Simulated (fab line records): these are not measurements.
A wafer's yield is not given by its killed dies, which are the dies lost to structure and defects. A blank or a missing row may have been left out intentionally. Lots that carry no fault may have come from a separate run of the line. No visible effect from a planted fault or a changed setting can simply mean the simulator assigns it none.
Comparing a struck lot with a sound one + flow sky130 + 15 out of 708 route steps
Sound: wafers L399.1, L399.3, L399.6. Wafers struck: L395.2, L395.3, L395.5. The cause is named last.
Order at every step that has rows: each side's tool, ch and its chambers, its first start. Under that, the readings that differ: sound wafers + struck wafers + difference of the means + sigmas: that difference in standard deviations of wafers without a fault.
alike: readings with means less than 2 such deviations apart, plus words and numbers identical on both sides. not compared: withheld readings, readings lacking a value on some wafer, bounds such as >300 that could conceal the same value, and numbers that have no deviation in the record and whose values overlap.
The two part at a step that has a row with sigmas, a row that says differs or no value, or rows on one side only. Numbers that don't overlap but have no deviation are shown without sigmas and don't part them. A reading missing from all wafers of one side parts the sides only when that side holds two or more wafers.

SKY_PWDE_TW_MEAS_10:
  sound on film metro-02, day 7 21:13; struck on film metro-04, day 7 00:14
  alike: PWDE_TW
then, 7 steps without rows for these wafers: SKY_NWELL_DEHYDRATE_03 (time 60 s); SKY_NWELL_HMDS_04 (prime time 60 s); SKY_NWELL_COAT_05 (resist thk 3000 nm); SKY_NWELL_SOFTBAKE_06; SKY_NWELL_EXPOSE_07 (exposes mask NWM, target cd 840 nm); SKY_NWELL_PEB_08; SKY_NWELL_DEVELOP_09 (develop time 60 s).
SKY_NWELL_OVL_MEAS_10:
  sound on overlay-01, day 8 16:36; struck on overlay-01, day 7 19:32
  alike: NWELL_00_OVL
then, 3 steps without rows for these wafers: SKY_NWELL_IMPLANT_11; SKY_NWELL_IMPLANT_12; SKY_NWELL_IMPLANT_13.
SKY_NWELL_STRIP_14: strips in O2/N2.
  sound on plasma asher-04 ch 0,1, day 8 17:05; struck on plasma asher-01 ch 0,1, day 7 20:01
| reading                        | sound                | struck               | difference | sigmas      |
|--------------------------------|----------------------|----------------------|------------|-------------|
| chamber pressure mTorr (mTorr) | 1502.1 1499.9 1500.0 | 1200.5 1199.7 1201.1 | -300.2     | -99 or more |
| drypump motor current A (A)    | 6.2 6.1 6.1          | 4.9 4.9 5.7          | -1.0       | -2          |
| oes product au (a.u.)          | 0.720 0.722 0.716    | 0.686 0.682 0.683    | -0.036     | -8          |
| strip time to endpoint s (s)   | 36.91 36.94 36.92    | 39.78 39.76 39.70    | +2.82      | +33         |
  not compared: rf hours counter h
SKY_NWELL_TW_MEAS_15:
  sound on film metro-01, day 8 17:11; struck on film metro-01, day 7 20:08
  alike: NWELL_TW
-- the record jumps here: 42 days lie between the struck wafers' starts before and after (it left off in module NWELL and takes up again in module PAD_OPEN, whose first step shown is number 708 of the route) --
SKY_PAD_OPEN_PROBE_99:
  record: rows for the struck wafers here (prober-02, day 49 11:46), none for the sound ones

## WHERE THEY PART
At SKY_NWELL_STRIP_14 first; at SKY_PAD_OPEN_PROBE_99 last (within this record only).

WHY: the cause the simulator had injected
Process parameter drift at SKY_NWELL_STRIP_14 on plasma asher-01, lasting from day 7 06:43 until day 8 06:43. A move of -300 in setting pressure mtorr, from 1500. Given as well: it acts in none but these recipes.
